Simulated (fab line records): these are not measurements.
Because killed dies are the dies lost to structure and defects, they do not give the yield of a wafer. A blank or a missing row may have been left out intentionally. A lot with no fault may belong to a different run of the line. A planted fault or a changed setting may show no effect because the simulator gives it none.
A lot that was struck, set against a sound lot :: flow sky130 :: 44 out of 708 route steps
Sound: these wafers, L277.1, L277.2, L277.5. Struck: wafers L291.2, L291.6 (left out: L291.1, a lot-mate that was not struck); the cause follows at the end.
Each step with rows lists, per side, the tool, then ch with its chambers, then its first start. Under that, the readings that differ: sound wafers :: struck wafers :: difference of the means :: sigmas: that difference in standard deviations of wafers without a fault.
alike: same words and numbers on both sides, and readings whose means sit less than 2 such deviations apart. not compared: any withheld reading, any reading some wafer has no value for, any bound like >300 that may hide the same value, and any number with overlapping values for which the record gives no deviation.
Wherever a step has rows on one side only, a row that says differs or no value, or a row with sigmas, the two part there. Numbers that don't overlap but have no deviation are shown without sigmas and don't part them. A reading that every wafer of one side lacks parts them only if that side has two wafers or more.

SKY_VIA3_ETCH_15: etches SiO2 in C4F8/O2/Ar, stops on TiN, target depth 507 nm, time 78 s.
  sound on rieDiel-04 ch 1,2,3, day 40 07:56; struck on rieDiel-04 ch 0,1, day 44 05:53
  alike: oesProductAu
  not compared: rfHoursCounterH
then, 4 steps without rows for these wafers: SKY_VIA3_STRIP_16 (strips in O2/N2); SKY_VIA3_STRIP_17 (strips in post etch residue remover, time 1200 s); SKY_VIA3_CLEAN_18 (cleans in IPA, time 180 s); SKY_VIA3_CLEAN_19 (cleans in O3/DIW).
SKY_VIA3_SPUTTER_20: material TiN, target thk 20 nm, time 80 s.
  struck on pvdSputter-02, day 44 06:36; sound on pvdSputter-01, day 40 08:38
  alike: throttleValvePct
then, 1 step without rows for these wafers: SKY_VIA3_CVD_21 (deposits W, target thk 390 nm, time 117.31 s).
SKY_VIA3_RS_MEAS_22: measures by four-point-probe.
  struck on filmMetro-02, day 44 06:48; sound on filmMetro-02, day 40 08:49
  alike: VIA3_W_RS
SKY_VIA3_THK_MEAS_23: measures by xrf.
  struck on filmMetro-02, day 44 06:55; sound on filmMetro-02, day 40 08:56
  alike: VIA3_W_THK
SKY_VIA3_CMP_24: polishes, stops on SiO2, t overpolish 20 s, target thk 0 nm.
  sound on cmp-02 ch 2,3, day 40 08:59; struck on cmp-02 ch 1,3, day 44 06:59
  alike: motorCurrentA, overpolishRunS, timeToEndpointS
then, 2 steps without rows for these wafers: SKY_METAL4_SPUTTER_00 (material Ti, target thk 15 nm, time 10 s); SKY_METAL4_SPUTTER_01 (material TiN, target thk 20 nm, time 16.7 s).
SKY_METAL4_SPUTTER_02: material AlCu, target thk 735 nm, time 39.1 s.
  struck on pvdSputter-03, day 44 07:19; sound on pvdSputter-04, day 40 09:20
reading: throttleValvePct (%)
sound: 28.9 32.4 32.7
struck: 28.5 29.8
difference: -2.2
sigmas: -2

reading: model.AlCu_of_METAL4_SPUTTER_02.thkNm (nm)
sound: 742.8 737.3 739.8
struck: 926.6 928.1
difference: +187.4
sigmas: 
then, 3 steps without rows for these wafers: SKY_METAL4_SPUTTER_03 (material Ti, target thk 5 nm, time 3.3 s); SKY_METAL4_SPUTTER_04 (material TiN, target thk 70 nm, time 58.3 s); SKY_CAP2M_CVD_00 (deposits SiO2, target thk 15.5 nm).
SKY_CAP2M_THK_MEAS_01:
  struck on filmMetro-03, day 44 07:27; sound on filmMetro-03, day 40 09:28
  alike: CAP2M_CVD_00_THK
SKY_CAP2M_SPUTTER_02: material TiN, target thk 200 nm, time 166.7 s.
  struck on pvdSputter-02, day 44 07:31; sound on pvdSputter-02, day 40 09:32
  alike: throttleValvePct
SKY_CAP2M_RS_MEAS_03: measures by four-point-probe.
  struck on filmMetro-01, day 44 07:38; sound on filmMetro-01, day 40 09:38
  alike: CAP2M_TIN_RS
SKY_CAP2M_THK_MEAS_04: measures by xrf.
  struck on filmMetro-01, day 44 07:45; sound on filmMetro-01, day 40 09:46
  alike: CAP2M_TIN_THK
then, 7 steps without rows for these wafers: SKY_CAP2M_DEHYDRATE_05 (time 60 s); SKY_CAP2M_HMDS_06 (prime time 60 s); SKY_CAP2M_COAT_07 (resist thk 1140 nm); SKY_CAP2M_SOFTBAKE_08 (time 60 s); SKY_CAP2M_EXPOSE_09 (exposes mask CAP2M, target cd 1000 nm); SKY_CAP2M_PEB_10; SKY_CAP2M_DEVELOP_11 (develop time 60 s).
SKY_CAP2M_OVL_MEAS_12:
  struck on overlay-02, day 45 05:35; sound on overlay-01, day 41 09:20
  alike: CAP2M_OVL
then, 1 step without rows for these wafers: SKY_CAP2M_METAL_ETCH_13 (etches TiN in Cl2/BCl3, stops on SiO2, target depth 220 nm, time 62.9 s).
SKY_CAP2M_STRIP_14: strips in O2/N2.
  sound on plasmaAsher-04 ch 0,1, day 41 09:26; struck on plasmaAsher-04 ch 0, day 45 05:41
  alike: drypumpMotorCurrentA, oesProductAu, stripTimeToEndpointS
  not compared: rfHoursCounterH
then, 11 steps without rows for these wafers: SKY_CAP2M_STRIP_15 (strips in post etch residue remover, time 1200 s); SKY_CAP2M_CLEAN_16 (cleans in IPA, time 180 s); SKY_CAP2M_CLEAN_17 (cleans in O3/DIW); SKY_METAL4_DEHYDRATE_05 (time 60 s); SKY_METAL4_HMDS_06 (prime time 60 s); SKY_METAL4_COAT_07 (resist thk 60 nm); SKY_METAL4_COAT_08 (resist thk 1140 nm); SKY_METAL4_SOFTBAKE_09 (time 90 s); SKY_METAL4_EXPOSE_10 (exposes mask MM4, target cd 300 nm); SKY_METAL4_PEB_11; SKY_METAL4_DEVELOP_12 (develop time 60 s).
SKY_METAL4_CD_MEAS_13: the cd target is 300 nm.
  struck on cdSem-01, day 46 02:56; sound on cdSem-01, day 42 08:50
  alike: cdNm
SKY_METAL4_METAL_ETCH_18: etches the open film in Cl2/BCl3, stops on SiO2, target depth 845 nm, time 183.1 s.
  sound on rieMetal-03 ch 0,1, day 42 09:08; struck on rieMetal-03 ch 0,1, day 46 03:15
reading: oesProductAu (a.u.)
sound: 0.873 0.859 0.865
struck: 0.972 0.978
difference: +0.109
sigmas: +19
  alike: drypumpMotorCurrentA, throttleValvePct
  not compared: rfHoursCounterH
-- the record jumps here: 3 days lie between the struck wafers' starts before and after (it left off in module METAL4 and takes up again in module PAD_OPEN, whose first step shown is number 708 of the route) --
SKY_PAD_OPEN_PROBE_99:
  struck on prober-02, day 49 12:43; sound on prober-01, day 46 08:15
reading: model.etest.met4Comb.leakLog10AUm
sound: -11.93 -11.84 -11.92
struck: -8.889 -7.439
difference: +3.733
sigmas: 

reading: model.etest.met4.lineOhmUm
sound: 0.1429 0.1468 0.1414
struck: 0.1129 0.1113
difference: -0.0316
sigmas: 

reading: model.etest.met4.rsOhmSq
sound: 0.0425 0.04275 0.04222
struck: 0.03379 0.03351
difference: -0.00884
sigmas: 

== WHERE THEY PART ==
Earliest at SKY_METAL4_SPUTTER_02; latest, in this record, at SKY_METAL4_METAL_ETCH_18.

WHY: whatever the simulator had introduced
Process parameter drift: pvdSputter-03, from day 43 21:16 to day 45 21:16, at SKY_METAL4_SPUTTER_02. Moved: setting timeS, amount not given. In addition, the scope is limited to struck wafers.
